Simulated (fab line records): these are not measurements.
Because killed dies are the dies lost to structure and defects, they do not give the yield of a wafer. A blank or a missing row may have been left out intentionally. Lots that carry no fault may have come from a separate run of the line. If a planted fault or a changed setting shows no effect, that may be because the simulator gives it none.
Which of the tools did it? || flow gf180mcu || 7 lots, 21 wafers sampled, at 3 steps of a route of 602

## WHAT THE GAUGES READ, wafer by wafer
GF_V2_THK_MEAS_25: measures by xrf.
{"lot": "L304", "measured": "day 21 15:41", "on": "filmMetro-04", "V2_W_THK (nm)": "352 352 347"}
{"lot": "L308", "measured": "day 22 23:07", "on": "filmMetro-04", "V2_W_THK (nm)": "348 344 348"}
{"lot": "L318", "measured": "day 26 09:22", "on": "filmMetro-02", "V2_W_THK (nm)": "347 345 349"}
{"lot": "L320", "measured": "day 26 20:02", "on": "filmMetro-03", "V2_W_THK (nm)": "351 351 349"}
{"lot": "L322", "measured": "day 27 12:43", "on": "filmMetro-03", "V2_W_THK (nm)": "341 347 341"}
{"lot": "L324", "measured": "day 27 23:35", "on": "filmMetro-04", "V2_W_THK (nm)": "353 343 345"}

## WHAT TOOL EACH LOT RAN ON (gives the tool, then ch and the chambers of the sampled wafers, and finally the start)
{"lot": "L304", "GF_M2_EXPOSE_11": "krfScanner-02 ch 0, day 20 00:59", "GF_V2_CVD_23": "cvdW-02 ch 0,1, day 21 15:26"}
{"lot": "L308", "GF_M2_EXPOSE_11": "krfScanner-02 ch 0, day 21 10:04", "GF_V2_CVD_23": "cvdW-02 ch 0, day 22 22:52"}
{"lot": "L313", "GF_M2_EXPOSE_11": "krfScanner-02, day 23 06:27", "GF_V2_CVD_23": "-"}
{"lot": "L318", "GF_M2_EXPOSE_11": "krfScanner-02 ch 0, day 24 23:14", "GF_V2_CVD_23": "cvdW-01 ch 0,1, day 26 09:08"}
{"lot": "L320", "GF_M2_EXPOSE_11": "krfScanner-01 ch 0, day 25 10:33", "GF_V2_CVD_23": "cvdW-01 ch 0,1, day 26 19:47"}
{"lot": "L322", "GF_M2_EXPOSE_11": "krfScanner-01 ch 0, day 26 03:40", "GF_V2_CVD_23": "cvdW-02 ch 0,1, day 27 12:28"}
{"lot": "L324", "GF_M2_EXPOSE_11": "krfScanner-01 ch 0, day 26 15:29", "GF_V2_CVD_23": "cvdW-02 ch 0,1, day 27 23:22"}
- GF_M2_EXPOSE_11: exposes mask Metal2, target cd 280 nm.
- GF_V2_CVD_23: deposits W, target thk 350 nm, time 104.94 s.

## THE ANSWER, worked out from the rows above alone
Rule: usual is defined by the lots themselves. The widest of any qualifying gaps counts: lots, ordered by their means at a reading, are off when they make up no more than a third of the lots, leave a main group of 4 or more, and stand apart from it by 3 or more times the standard deviation of that group's means. If all means in a main group match to the digits the tables above print for the reading, that group is not used. Also off: a lot with no number at a reading for which 4 or more lots have one. Any other lot the step has rows for is counted as sound.
Nothing can be told from this: no lot is off at any reading shown.

## WHAT HAD BEEN PUT IN BY THE SIMULATOR
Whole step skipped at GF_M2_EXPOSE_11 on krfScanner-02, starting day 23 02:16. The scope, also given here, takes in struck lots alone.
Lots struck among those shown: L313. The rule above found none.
